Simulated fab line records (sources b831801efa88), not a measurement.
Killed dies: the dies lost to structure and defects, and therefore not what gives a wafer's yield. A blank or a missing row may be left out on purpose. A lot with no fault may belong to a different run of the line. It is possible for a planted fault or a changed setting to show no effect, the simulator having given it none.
Matching of chambers + flow sky130 + SKY_VIA4_CMP_02 on cmp-02 has 4 sister chambers
The step polishes SiO2. 24 wafers are shown with their chamber, then 12 later ones without.

## WAFERS, EACH WITH ITS CHAMBER
| wafer  | chamber | motor_current_A (A) |
|--------|---------|---------------------|
| L077.4 | 2       | 12.6                |
| L077.5 | 2       | 12.0                |
| L077.6 | 3       | 11.2                |
| L075.1 | 2       | 12.1                |
| L075.4 | 1       | 12.0                |
| L075.6 | 3       | 11.7                |
| L078.1 | 1       | 11.6                |
| L078.3 | 2       | 12.1                |
| L078.6 | 2       | 12.5                |
| L079.3 | 0       | 9.4                 |
| L079.5 | 0       | 9.8                 |
| L079.6 | 1       | 12.3                |
| L080.2 | 1       | 11.5                |
| L080.4 | 3       | 11.8                |
| L080.5 | 2       | 11.6                |
| L083.2 | 1       | 12.6                |
| L083.4 | 3       | 11.9                |
| L083.6 | 3       | 11.9                |
| L087.3 | 1       | 12.2                |
| L087.4 | 3       | 11.8                |
| L087.6 | 2       | 12.0                |
| L089.1 | 0       | 10.0                |
| L089.2 | 3       | 11.5                |
| L089.5 | 3       | 12.0                |

SIGNATURES (means of the wafers above)
| reading         | chamber 0 | chamber 1 | chamber 2 | chamber 3 | scatter within a chamber |
|-----------------|-----------|-----------|-----------|-----------|--------------------------|
| motor_current_A | 9.733     | 12.033    | 12.129    | 11.725    | 0.334                    |
Rule: a wafer's distance from a chamber is the root of the sum, over the readings, of the square of ((its reading less the chamber's mean) divided by the reading's scatter). If the next closest chamber is less than 2 further off than the closest, the wafer can't be placed; otherwise it belongs to the closest. The scatter is the square root of a quotient: the sum, over the shown wafers, of each reading's squared deviation from its chamber's mean, divided by wafers minus chambers.

## WAFERS WHOSE CHAMBER IS MISSING
| wafer  | motor_current_A (A) |
|--------|---------------------|
| L090.3 | 12.0                |
| L090.4 | 12.4                |
| L090.5 | 12.0                |
| L092.1 | 11.6                |
| L092.5 | 12.0                |
| L092.6 | 12.1                |
| L093.2 | 9.4                 |
| L093.3 | 11.6                |
| L093.4 | 12.2                |
| L095.1 | 10.4                |
| L095.4 | 11.9                |
| L095.5 | 10.2                |

## CHAMBER TAKEN BY EACH
| wafer  | from the rows above          | in truth |
|--------|------------------------------|----------|
| L090.3 | can't be placed: 1 or 2 or 3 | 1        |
| L090.4 | can't be placed: 2 or 1 or 3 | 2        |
| L090.5 | can't be placed: 1 or 2 or 3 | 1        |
| L092.1 | can't be placed: 3 or 1 or 2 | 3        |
| L092.5 | can't be placed: 1 or 2 or 3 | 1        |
| L092.6 | can't be placed: 2 or 1 or 3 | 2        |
| L093.2 | 0                            | 0        |
| L093.3 | can't be placed: 3 or 1 or 2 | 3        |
| L093.4 | can't be placed: 2 or 1 or 3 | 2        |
| L095.1 | can't be placed: 0 or 3      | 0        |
| L095.4 | can't be placed: 1 or 3 or 2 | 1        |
| L095.5 | 0                            | 0        |
2 of 12 placed correctly. From these rows, 10 cannot be placed; in 10 the true chamber is one of the candidates. Number placed wrongly: 0.
